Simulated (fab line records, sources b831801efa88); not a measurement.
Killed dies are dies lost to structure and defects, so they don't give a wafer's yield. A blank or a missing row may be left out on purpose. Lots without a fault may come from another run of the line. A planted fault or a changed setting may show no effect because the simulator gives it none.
Tool commonality check | flow gf180mcu | 12 lots, 36 wafers sampled

WHY IT WAS OPENED
At GF_MVSD_TW_MEAS_11 the reading MVSD_TW is flagged on 2 of 12 lots. Wafers without a fault read 1578, standard deviation 13.
Rule: a lot is flagged when every wafer of it that has a number lies more than 4 standard deviations from that mean, or none has a number. The other lots count as sound.

lot  | measured    | on            | MVSD_TW, wafer by wafer | flag
L881 | day 5 04:21 | film_metro-02 | 1927 1941 1928          | FLAGGED
L882 | day 5 06:25 | film_metro-03 | 1925 1907 1911          | FLAGGED
L890 | day 6 17:20 | film_metro-03 | 1575 1575 1580          |
L894 | day 7 14:48 | film_metro-03 | 1554 1558 1559          |
L895 | day 7 19:46 | film_metro-03 | 1575 1564 1566          |
L897 | day 8 07:59 | film_metro-03 | 1569 1555 1566          |
L898 | day 8 11:30 | film_metro-02 | 1593 1597 1599          |
L899 | day 8 17:07 | film_metro-01 | 1595 1600 1594          |
L901 | day 9 04:57 | film_metro-01 | 1587 1583 1582          |
L902 | day 9 10:48 | film_metro-02 | 1597 1596 1585          |
L903 | day 9 14:18 | film_metro-01 | 1582 1595 1592          |
L904 | day 9 20:13 | film_metro-01 | 1588 1580 1588          |
The numbers of the flagged lots are 1923 on average: +345 against the usual, or +27 standard deviations.

WHICH TOOL RAN EACH LOT
The record holds 1 process step before the reading, out of a route of 602 steps. In each cell: the tool, then ch and the chambers that the sampled wafers went through, then the start.
lot  | flag    | GF_MVSD_IMPLANT_08
L881 | FLAGGED | implanter-01 ch 0, day 5 03:38
L882 | FLAGGED | implanter-01 ch 0, day 5 05:42
L890 |         | implanter-01 ch 0, day 6 16:56
L894 |         | implanter-02 ch 0, day 7 14:25
L895 |         | implanter-03 ch 0, day 7 19:22
L897 |         | implanter-02 ch 0, day 8 07:36
L898 |         | implanter-03 ch 0, day 8 11:08
L899 |         | implanter-03 ch 0, day 8 16:43
L901 |         | implanter-01 ch 0, day 9 04:34
L902 |         | implanter-02 ch 0, day 9 10:13
L903 |         | implanter-01 ch 0, day 9 13:55
L904 |         | implanter-03 ch 0, day 9 19:51
What these steps do:
- GF_MVSD_IMPLANT_08
- GF_MVSD_TW_MEAS_11

FLAGGED OVER TOTAL, TOOL BY TOOL (the gauges that took the reading come last)
step               | tool          | lots run | flagged | share of the flagged lots | sound lots run after its first flagged lot
GF_MVSD_IMPLANT_08 | implanter-01  | 5        | 2       | all                       | 3 (L890,L901,L903)
GF_MVSD_IMPLANT_08 | implanter-02  | 3        | 0       | none                      | -
GF_MVSD_IMPLANT_08 | implanter-03  | 4        | 0       | none                      | -
GF_MVSD_TW_MEAS_11 | film_metro-01 | 4        | 0       | none                      | -
GF_MVSD_TW_MEAS_11 | film_metro-02 | 3        | 1       | some                      | 2 (L898,L902)
GF_MVSD_TW_MEAS_11 | film_metro-03 | 5        | 1       | some                      | 4 (L890,L894,L895,L897)

WHAT THE TABLE ALLOWS
1 row of the table ran every flagged lot: implanter-01 at GF_MVSD_IMPLANT_08.
- implanter-01 at GF_MVSD_IMPLANT_08: 2 of its 5 lots flagged. Sound lots ran on it after the first flagged one (L890, L901, L903), which a lasting fault on the whole tool wouldn't allow.
No row of the table ran every flagged lot and no sound lot after the first.

WHAT THE SIMULATOR HAD PUT IN
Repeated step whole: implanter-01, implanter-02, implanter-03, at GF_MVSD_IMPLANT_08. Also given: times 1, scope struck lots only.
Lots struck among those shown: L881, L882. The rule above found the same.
